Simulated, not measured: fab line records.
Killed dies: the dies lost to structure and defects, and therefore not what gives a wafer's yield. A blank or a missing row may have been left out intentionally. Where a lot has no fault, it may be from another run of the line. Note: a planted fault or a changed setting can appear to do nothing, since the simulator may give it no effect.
Matching of chambers    flow sky130    SKY_VIA4_CMP_21 on cmp-02 has 4 sister chambers
The step polishes, stops on SiO2, t overpolish 25 s, target thk 0 nm. 4 wafers are shown with their chamber, then 8 later ones without.

== WAFERS PAIRED WITH THEIR CHAMBERS ==
wafer   chamber  motor-current-A (A)
L334.4  0        10.2
L337.5  3        9.8
L338.4  1        13.3
L342.2  2        11.4

== WAFERS WHOSE CHAMBER IS MISSING ==
wafer   motor-current-A (A)
L342.4  9.8
L342.5  13.5
L343.1  9.7
L343.2  14.0
L343.4  11.0
L344.1  10.0
L344.3  9.6
L344.5  9.8

== WHICH CHAMBER EACH ONE RAN IN ==
wafer   from the rows above      in truth
L342.4  can't be placed: 3 or 0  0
L342.5  1                        1
L343.1  can't be placed: 3 or 0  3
L343.2  1                        1
L343.4  can't be placed: 2 or 0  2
L344.1  can't be placed: 0 or 3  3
L344.3  can't be placed: 3 or 0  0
L344.5  can't be placed: 3 or 0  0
Placed correctly: 2 of 8. These rows do not allow placing 6 (true chamber among the candidates in 6). Number placed wrongly: 0.
How it was worked out, from the rows above alone: a wafer's distance from a chamber is the root of the sum, over the readings, of the square of ((its reading less the chamber's mean) divided by the reading's scatter). If the next closest chamber is less than 2 further off than the closest, the wafer can't be placed; otherwise it belongs to the closest. For every chamber, the mean is computed from those of its wafers that are shown. The scatter: root of mean squared gap, hidden wafer to nearest shown wafer, with one shown wafer a chamber.
